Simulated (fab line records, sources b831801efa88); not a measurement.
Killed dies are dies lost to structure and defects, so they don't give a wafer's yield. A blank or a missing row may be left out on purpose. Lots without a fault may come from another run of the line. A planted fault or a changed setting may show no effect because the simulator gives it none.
fab line records | flow sky130
record lots=6 wafers=18 last_day=50
route steps=708 shown VIA3@575 PAD_OPEN@708
lots that met no fault: from a run of the same line without faults
start_h: hours from the record's first day to the start of the lot's first wafer shown | wait_h: hours since the lot's step before | " the same as in the row above | L1.1+2: a row that stands for several wafers | - no value, or no start given | * or withheld: withheld | < > ~ a bound
route shown NAME@n: a module of which the file shows steps, and the number in the route of the first | usual: mean/standard deviation of fault-free wafers | same: alike in all rows | chamber/n: place in a boat | sites: the reading at each site | _std_site: their standard deviation | _edge_site: outer sites' mean less inner sites' | radius_mm: how far each site lies from the wafer's centre | mask NAME#n: copy n | behind: the tool/chamber that last shaped the wafer | hold: why the lot was held/for how many hours/how that ended | device: the transistor (n, p or np) that didn't switch | end of line: the same wafers' tests at the end of the route | a step without rows: its recipe alone | killed: dies lost to structure and defects at the first sort, not the wafer's yield | map: a wafer's dies, x killed, . not, _ none there
set.NAME: the setting as run; set.NAME@STEP: as run at that earlier step | model.NAME: the simulator's own value behind a step, which no gauge read
lots at some steps of the route; a table a step, a row a wafer
services: from which hour (start_h, from the record's first day; less than 0 if before it) a tool's chamber was out of use, for how many hours, and why
## steps
# step SKY_VIA3_CMP_02
# recipe material=SiO2 down_force_psi=4 platen_rpm=60 pad_velocity_m_s=0.94248
# usual head_pressure_psi=4.001/0.0097 motor_current_A=12.0/1.2 platen_rpm=60.00/0.046
# columns lot.wafer tool chamber start_h wait_h head_pressure_psi motor_current_A platen_rpm
L949.1 cmp-02 2 897.18 0.5 4.008 11.8 60.03
L949.3 " 3 " " 3.990 13.5 59.89
L949.6 " 2 " " 3.998 11.2 60.02
L954.2 cmp-02 1 947.30 0.1 4.009 11.3 60.01
L954.6 " 0 " " 3.994 10.5 60.04
L954.5 " 1 " " 3.982 11.7 60.06
L957.3 cmp-02 0 962.02 0.1 3.994 10.5 59.98
L957.5 " 3 " " 3.999 13.5 59.96
L957.6 " 0 " " 3.989 9.7 59.99
L968.3 cmp-02 1 1044.81 0.2 4.011 11.6 60.03
L968.2 " 3 " " 3.986 12.9 60.01
L968.6 " 1 " " 4.008 11.5 60.00
L970.4 cmp-01 1 1052.59 0.0 3.997 11.2 59.99
L970.5 " 1 " " 3.995 11.7 59.98
L970.6 " 2 " " 4.014 14.3 60.01
L972.1 cmp-02 1 1059.62 0.1 4.013 12.3 60.00
L972.4 " 2 " " 4.003 12.0 60.02
L972.3 " 0 " " 4.007 9.4 60.07
# step SKY_VIA3_BOW_MEAS_03
# recipe mode=bow
# usual VIA3_BOW=77/7.9
# columns lot.wafer tool chamber start_h wait_h VIA3_BOW[um]
L949.1 film_metro-01 - 897.48 0.2 80
L949.3 " - " " 89
L949.6 " - " " 83
L954.2 film_metro-04 - 947.57 0.2 79
L954.5 " - " " 71
L954.6 " - " " 69
L957.3 film_metro-04 - 962.31 0.2 75
L957.5 " - " " 74
L957.6 " - " " 83
L968.2 film_metro-01 - 1045.08 0.1 72
L968.3 " - " " 91
L968.6 " - " " 86
L970.4 film_metro-01 - 1052.95 0.3 89
L970.5 " - " " 76
L970.6 " - " " 71
L972.1 film_metro-01 - 1059.92 0.2 89
L972.3 " - " " 85
L972.4 " - " " 79
# step SKY_VIA3_DEHYDRATE_04
# recipe temp_c=200 time_s=60
# step SKY_VIA3_HMDS_05
# recipe prime_time_s=60 prime_temp_c=120
# step SKY_VIA3_COAT_06
# recipe resist=BARC temp_c=withheld time_s=withheld spin_rpm=3000 resist_thk_nm=60
# step SKY_VIA3_COAT_07
# recipe resist=KrF-thick spin_rpm=3000 resist_thk_nm=450
# step SKY_VIA3_SOFTBAKE_08
# recipe temp_c=100 time_s=90 resist=KrF-thick
# step SKY_VIA3_EXPOSE_09
# recipe mask_id=VIM3 na=0.8 source_shape=annular sigma_inner=0.55 sigma_outer=0.85 target_cd_nm=200 dose_mj=38
# step SKY_VIA3_PEB_10
# recipe peb_temp_c=withheld peb_time_s=withheld resist=KrF-thick
# step SKY_VIA3_DEVELOP_11
# recipe develop_time_s=60 resist=KrF-thick dev_temp_c=21
# step SKY_VIA3_CD_MEAS_12
# recipe target_cd_nm=200
# usual cd_nm=199.4/1.4
# columns lot.wafer tool chamber start_h wait_h cd_nm
L949.1 cd_sem-02 - 922.60 - 199.3
L949.3 " - " " 199.9
L949.6 " - " " 199.2
L954.2 cd_sem-01 - 971.57 - 198.2
L954.5 " - " " 199.8
L954.6 " - " " 198.9
L957.3 cd_sem-02 - 986.14 - 201.5
L957.5 " - " " 200.4
L957.6 " - " " 202.3
L968.2 cd_sem-02 - 1066.77 - 198.6
L968.3 " - " " 200.2
L968.6 " - " " 199.2
L970.4 cd_sem-02 - 1073.66 - 200.5
L970.5 " - " " 199.2
L970.6 " - " " 200.8
L972.1 cd_sem-01 - 1080.42 - 201.9
L972.3 " - " " 201.4
L972.4 " - " " 202.0
# step SKY_VIA3_OVL_MEAS_13
# usual VIA3_OVL=2/4.9
# columns lot.wafer tool chamber start_h wait_h VIA3_OVL[nm]
L949.1 overlay-02 - 922.72 0.1 4
L949.3 " - " " 7
L949.6 " - " " 9
L954.2 overlay-02 - 971.68 0.1 3
L954.5 " - " " 2
L954.6 " - " " -5
L957.3 overlay-01 - 986.23 0.1 5
L957.5 " - " " 9
L957.6 " - " " 6
L968.2 overlay-02 - 1066.88 0.1 6
L968.3 " - " " 10
L968.6 " - " " 2
L970.4 overlay-02 - 1073.74 0.1 4
L970.5 " - " " 7
L970.6 " - " " 5
L972.1 overlay-01 - 1080.54 0.1 3
L972.3 " - " " 4
L972.4 " - " " 2
# step SKY_VIA3_ETCH_14
# recipe chemistry=N2/H2 target=BARC ion_energy_ev=200 source_w=500 bias_w=100 pressure_mtorr=30 n2_flow_sccm=100 h2_flow_sccm=200 stop_on=SiO2 time_s=45.9 target_depth_a=600
# usual drypump_motor_current_A=5.6/0.48 h2_flow_sccm=200.1/0.61 oes_product_au=0.854/0.0047 run_length_s=74.2/0.53 throttle_valve_pct=13.225/0.0087
# columns lot.wafer tool chamber start_h wait_h drypump_motor_current_A h2_flow_sccm oes_product_au rf_hours_counter_h run_length_s throttle_valve_pct model.KrF-thick_of_VIA3_COAT_07.thk_nm
L949.1 rie_diel-03 0 922.76 0.0 4.9 201.0 0.858 7 74.4 13.217 392.7
L949.3 " 3 " " 4.7 199.6 0.848 21 74.6 13.223 393.1
L949.6 " 0 " " 4.9 200.4 0.856 - 74.4 13.242 392.5
L954.2 rie_diel-04 0 971.71 0.0 6.2 200.3 0.986 18 67.6 13.241 399.5
L954.5 " 0 " " 6.2 199.9 0.984 - 67.7 13.244 399.8
L954.6 " 3 " " 5.6 200.7 0.851 - 74.2 13.222 393.3
L957.3 rie_diel-04 3 986.26 0.0 5.6 200.1 0.859 18 74.0 13.237 392.1
L957.5 " 1 " " 5.2 200.9 0.853 - 73.4 13.233 393.6
L957.6 " 0 " " 6.2 200.5 0.992 - 67.9 13.219 400.1
L968.2 rie_diel-04 2 1066.91 0.0 5.6 200.4 0.857 16 74.3 13.234 393.1
L968.3 " 1 " " 5.2 198.5 0.848 13 73.3 13.229 394.3
L968.6 " 3 " " 5.6 200.6 0.856 - 74.2 13.233 394.3
L970.4 rie_diel-04 3 1073.78 0.0 5.7 199.7 0.854 - 74.0 13.230 392.9
L970.5 " 2 " " 5.6 199.5 0.855 - 74.7 13.225 392.2
L970.6 " 1 " " 5.2 200.1 0.845 - 73.4 13.226 393.4
L972.1 rie_diel-04 1 1080.58 0.0 5.3 199.2 0.855 14 73.1 13.221 392.4
L972.3 " 3 " " 5.6 200.3 0.849 22 74.1 13.235 392.6
L972.4 " 2 " " 5.7 199.8 0.852 - 74.3 13.228 392
# step SKY_VIA3_ETCH_15
# recipe target=SiO2 chemistry=C4F8/O2/Ar target_depth_nm=507 stop_on=TiN mask_material=KrF-thick source_w=1500 bias_w=1200 pressure_mtorr=40 c4f8_flow_sccm=withheld O2_flow_sccm=6 Ar_flow_sccm=300 time_s=78
# usual oes_product_au=0.946/0.0042 run_length_s=106.3/0.48
# columns lot.wafer tool chamber start_h wait_h oes_product_au rf_hours_counter_h run_length_s model.KrF-thick_of_VIA3_COAT_07.thk_nm
L949.1 rie_diel-03 0 922.80 0.0 0.938 7 106.6 293.4
L949.3 " 3 " " 0.945 21 106.7 294
L949.6 " 0 " " 0.942 - 106.6 293.8
L954.2 rie_diel-04 0 971.75 0.0 0.948 19 106.9 297.9
L954.5 " 0 " " 0.949 - 106.7 298.9
L954.6 " 3 " " 0.953 - 106.3 292.9
L957.3 rie_diel-04 3 986.30 0.0 0.945 18 106.7 291.1
L957.5 " 1 " " 0.946 - 105.3 291.8
L957.6 " 0 " " 0.948 - 106.7 299.5
L968.2 rie_diel-04 2 1066.95 0.0 0.953 16 106.4 291.5
L968.3 " 1 " " 0.947 13 105.5 294.6
L968.6 " 3 " " 0.942 - 106.5 293.2
L970.4 rie_diel-04 3 1073.83 0.0 0.953 - 106.0 290.4
L970.5 " 2 " " 0.942 - 106.3 289.5
L970.6 " 1 " " 0.947 - 105.4 292.5
L972.1 rie_diel-04 1 1080.62 0.0 0.954 14 105.4 293.3
L972.3 " 3 " " 0.945 22 106.2 292.3
L972.4 " 2 " " 0.946 - 106.3 291.1
# step SKY_VIA3_STRIP_16
# recipe chemistry=O2/N2 power_w=1400 pressure_mtorr=1500 platen_temp_c=withheld o2_flow_sccm=3000 n2_flow_sccm=300 overash_fraction=0.5
# usual drypump_motor_current_A=6.2/0.36 oes_product_au=0.402/0.0043 strip_time_to_endpoint_s=4.132/0.024
# columns lot.wafer tool chamber start_h wait_h drypump_motor_current_A oes_product_au rf_hours_counter_h strip_time_to_endpoint_s
L949.1 plasma_asher-02 1 922.86 0.0 6.0 0.400 110 4.163
L949.3 " 1 " " 6.0 0.402 - 4.166
L949.6 " 1 " " 6.0 0.398 - 4.167
L954.2 plasma_asher-04 0 971.81 0.0 6.8 0.410 57 4.178
L954.5 " 0 " " 6.8 0.408 - 4.212
L954.6 " 1 " " 5.8 0.405 - 4.133
L957.3 plasma_asher-03 0 986.39 0.1 6.1 0.390 - 4.131
L957.5 " 0 " " 6.2 0.407 - 4.142
L957.6 " 1 " " 6.0 0.407 - 4.208
L968.2 plasma_asher-03 0 1067.01 0.0 6.1 0.395 30 4.132
L968.3 " 0 " " 6.1 0.406 - 4.162
L968.6 " 1 " " 6.0 0.406 - 4.146
L970.4 plasma_asher-02 1 1073.89 0.0 6.0 0.402 - 4.108
L970.5 " 1 " " 6.0 0.400 - 4.092
L970.6 " 0 " " 6.3 0.403 - 4.119
L972.1 plasma_asher-03 0 1080.68 0.0 6.1 0.400 32 4.143
L972.3 " 1 " " 6.0 0.406 - 4.132
L972.4 " 0 " " 6.1 0.401 - 4.122
# step SKY_VIA3_STRIP_17
# recipe chemistry=post_etch_residue_remover time_s=1200 temp_c=72.5
# step SKY_PAD_OPEN_PROBE_99
# usual defect_limited_yield=82.3/1.9 killed_at_M0_to_M3=43/6.7 killed_at_M4_up=3.2/1.8 killed_at_contacts=25/5.2 killed_at_front_end=15/4.4 killed_at_other=0.2/0.4 killed_dies=87/9.3 killed_open=48/7.1 killed_short=39/6 sort_bin_3_pad_short=0.9/0.41 sort_bin_5_function=10.5/1.4 sort_bin_6_memory=6.3/1.1 sort_n_pass=405/9.3 sort_yield_pct=82.3/1.9
# same gross_dies=492 killed_at_back_side=0 sort_bin_4_leakage[%]=0 sort_bin_8_speed[%]=0
# columns lot.wafer tool chamber start_h wait_h defect_limited_yield[%] killed_at_M0_to_M3 killed_at_M4_up killed_at_contacts killed_at_front_end killed_at_other killed_dies killed_open killed_short sort_bin_3_pad_short[%] sort_bin_5_function[%] sort_bin_6_memory[%] sort_n_pass sort_yield_pct[%]
L949.1 prober-01 - 1078.25 0.1 81.5 43 3 21 23 1 91 47 44 1.0 10.0 7.5 401 81.5
L949.3 prober-01 - 1078.35 0.2 84.6 28 2 28 18 0 76 48 28 0.8 8.1 6.5 416 84.6
L949.6 prober-01 - 1078.50 0.2 81.7 48 0 26 16 0 90 54 36 1.4 11.6 5.3 402 81.7
L954.2 prober-02 - 1119.04 0.1 83.5 44 3 22 12 0 81 43 38 0.8 10.8 4.9 411 83.5
L954.5 prober-02 - 1119.19 0.2 83.9 44 3 21 11 0 79 38 41 0.2 10.8 5.1 413 83.9
L954.6 prober-02 - 1119.24 0.2 86.0 38 4 17 10 0 69 44 25 0.2 7.9 5.9 423 86.0
L957.3 prober-01 - 1122.87 0.2 83.7 27 4 32 17 0 80 46 34 1.0 9.8 5.5 412 83.7
L957.5 prober-01 - 1122.97 0.2 82.1 46 5 28 9 0 88 46 42 0.8 9.6 7.5 404 82.1
L957.6 prober-01 - 1123.02 0.2 83.1 41 1 27 14 0 83 47 36 1.0 9.3 6.5 409 83.1
L968.2 prober-02 - 1188.10 0.1 82.3 41 5 21 20 0 87 48 39 0.8 8.5 8.3 405 82.3
L968.3 prober-02 - 1188.15 0.2 82.1 37 6 33 12 0 88 48 40 1.0 10.2 6.7 404 82.1
L968.6 prober-02 - 1188.30 0.2 86.2 28 3 27 10 0 68 32 36 1.2 7.9 4.7 424 86.2
L970.4 prober-02 - 1194.77 0.2 82.9 37 2 32 12 1 84 46 38 1.2 9.1 6.7 408 82.9
L970.5 prober-02 - 1194.82 0.2 80.3 40 3 39 15 0 97 58 39 1.4 11.8 6.5 395 80.3
L970.6 prober-02 - 1194.87 0.2 81.5 43 5 32 11 0 91 49 42 0.6 10.2 7.7 401 81.5
# killed by level:class
L949.1 VIA1:geometric_particle:open=9 VIA2:geometric_particle:open=7 POLY_GATE:geometric_particle:open=7 POLY_GATE:geometric_particle:short=7 METAL2:geometric_particle:short=7 LI_CONTACT:geometric_particle:open=6 CONTACT:geometric_particle:open=6 FIELD_ISO:geometric_particle:open=5
L949.3 LI_CONTACT:geometric_particle:open=10 CONTACT:geometric_particle:open=10 VIA1:geometric_particle:open=7 FIELD_ISO:geometric_particle:open=6 VIA2:geometric_particle:open=6 VIA3:geometric_particle:open=5 FIELD_ISO:geometric_particle:short=4 CONTACT:geometric_particle:short=4
L949.6 VIA1:geometric_particle:open=13 CONTACT:geometric_particle:open=10 VIA3:geometric_particle:open=7 FIELD_ISO:geometric_particle:open=6 LOCAL_INTERCONNECT:geometric_particle:short=6 FIELD_ISO:geometric_particle:short=5 LI_CONTACT:geometric_particle:open=5 VIA1:geometric_particle:short=5
L954.2 VIA3:geometric_particle:open=9 VIA1:geometric_particle:open=9 LI_CONTACT:geometric_particle:open=6 VIA2:geometric_particle:open=6 POLY_GATE:geometric_particle:short=5 CONTACT:geometric_particle:open=5 METAL2:geometric_particle:short=5 CONTACT:geometric_particle:short=4
L954.5 VIA1:geometric_particle:open=11 CONTACT:geometric_particle:open=10 METAL3:geometric_particle:short=9 VIA3:geometric_particle:short=5 CONTACT:geometric_particle:short=4 METAL2:geometric_particle:short=4 VIA2:geometric_particle:short=4 POLY_GATE:geometric_particle:open=3
L954.6 VIA1:geometric_particle:open=14 CONTACT:geometric_particle:open=6 VIA2:geometric_particle:open=6 VIA3:geometric_particle:open=5 LI_CONTACT:geometric_particle:open=4 CONTACT:geometric_particle:short=4 METAL1:geometric_particle:short=4 SPACER:geometric_particle:open=3
L957.3 CONTACT:geometric_particle:open=16 LI_CONTACT:geometric_particle:open=8 POLY_GATE:geometric_particle:short=6 VIA1:geometric_particle:open=6 FIELD_ISO:geometric_particle:short=5 VIA2:geometric_particle:open=5 LI_CONTACT:geometric_particle:short=4 METAL1:geometric_particle:short=4
L957.5 CONTACT:geometric_particle:open=13 VIA1:geometric_particle:open=10 METAL1:geometric_particle:short=7 VIA2:geometric_particle:open=6 CONTACT:geometric_particle:short=6 VIA1:geometric_particle:short=5 METAL4:geometric_particle:short=5 METAL2:geometric_particle:short=5
L957.6 CONTACT:geometric_particle:open=11 VIA1:geometric_particle:open=9 VIA3:geometric_particle:open=7 LI_CONTACT:geometric_particle:open=6 VIA1:geometric_particle:short=6 METAL2:geometric_particle:short=6 FIELD_ISO:geometric_particle:open=4 VIA3:geometric_particle:short=4
L968.2 VIA3:geometric_particle:open=11 CONTACT:geometric_particle:open=9 LI_CONTACT:geometric_particle:open=5 VIA2:geometric_particle:open=5 POLY_GATE:geometric_particle:open=4 POLY_GATE:geometric_particle:short=4 SPACER:geometric_particle:short=4 METAL1:geometric_particle:short=4
L968.3 LI_CONTACT:geometric_particle:open=12 CONTACT:geometric_particle:open=11 METAL1:geometric_particle:short=7 LOCAL_INTERCONNECT:geometric_particle:short=6 METAL2:geometric_particle:short=5 VIA1:geometric_particle:open=5 VIA1:geometric_particle:short=5 METAL4:geometric_particle:short=4
L968.6 LI_CONTACT:geometric_particle:open=9 LI_CONTACT:geometric_particle:short=6 VIA1:geometric_particle:open=6 LOCAL_INTERCONNECT:geometric_particle:short=5 VIA3:geometric_particle:open=5 FIELD_ISO:geometric_particle:short=4 CONTACT:geometric_particle:open=4 METAL1:geometric_particle:short=4
L970.4 CONTACT:geometric_particle:open=13 VIA1:geometric_particle:open=10 VIA1:geometric_particle:short=8 CONTACT:geometric_particle:short=7 LI_CONTACT:geometric_particle:open=6 METAL1:geometric_particle:short=5 VIA3:geometric_particle:open=4 POLY_GATE:geometric_particle:short=3
L970.5 CONTACT:geometric_particle:open=13 LI_CONTACT:geometric_particle:open=12 VIA1:geometric_particle:open=11 METAL2:geometric_particle:short=9 FIELD_ISO:geometric_particle:open=6 CONTACT:geometric_particle:short=6 POLY_GATE:geometric_particle:open=5 VIA3:geometric_particle:open=5
L970.6 CONTACT:geometric_particle:open=9 LOCAL_INTERCONNECT:geometric_particle:short=8 VIA1:geometric_particle:open=8 VIA2:geometric_particle:open=8 LI_CONTACT:geometric_particle:open=7 VIA3:geometric_particle:open=6 CONTACT:geometric_particle:short=5 VIA1:geometric_particle:short=5
## services
# columns tool chamber start_h hours kind
cmp-01 - 884.93 12.3 pm
cmp-02 - 902.09 2.6 repair
cmp-02 - 912.00 4.0 pm
cmp-02 - 916.00 - consumable_replace:conditioner
cmp-02 - 916.00 - consumable_replace:pad
rie_diel-03 2 916.90 12.2 repair
cmp-01 - 942.26 0.4 repair
rie_diel-04 2 948.52 5.1 repair
rie_diel-04 2 960.83 3.8 repair
plasma_asher-04 - 963.94 2.8 pm
cmp-01 - 995.22 0.8 repair
rie_diel-04 3 1013.03 8.6 repair
cmp-02 - 1015.25 3.9 pm
rie_diel-03 1 1020.44 5.5 repair
rie_diel-04 0 1027.47 103.4 repair
plasma_asher-02 - 1055.25 9.0 pm
plasma_asher-02 0 1055.25 9.0 vent_cycle
plasma_asher-02 1 1055.25 9.0 vent_cycle
plasma_asher-02 0 1064.25 - clean
plasma_asher-02 1 1064.25 - clean
## key
first_sign step=SKY_VIA3_ETCH_14 reading=oes_product_au direction=up sigmas=28 usual=0.854 struck=0.987
effect step=SKY_VIA3_ETCH_14 reading=run_length_s direction=down sigmas=12 usual=* struck=*
effect step=SKY_VIA3_STRIP_16 reading=strip_time_to_endpoint_s direction=up sigmas=2.8 usual=* struck=*
model_effect step=SKY_VIA3_ETCH_14 value=KrF-thick_of_VIA3_COAT_07.thk_nm without=393.1 struck=399.8
model_effect step=SKY_VIA3_ETCH_15 value=KrF-thick_of_VIA3_COAT_07.thk_nm without=292.1 struck=298.8
met_at SKY_VIA3_ETCH_14
struck_wafers L954.2,L954.5,L957.6
fault kind=process_parameter_drift tool=rie_diel-04 chamber=0 onset_h=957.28 steps=SKY_VIA3_ETCH_14 channel=time_s offset=* shape=step end_h=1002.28 acts_in=* stated=*
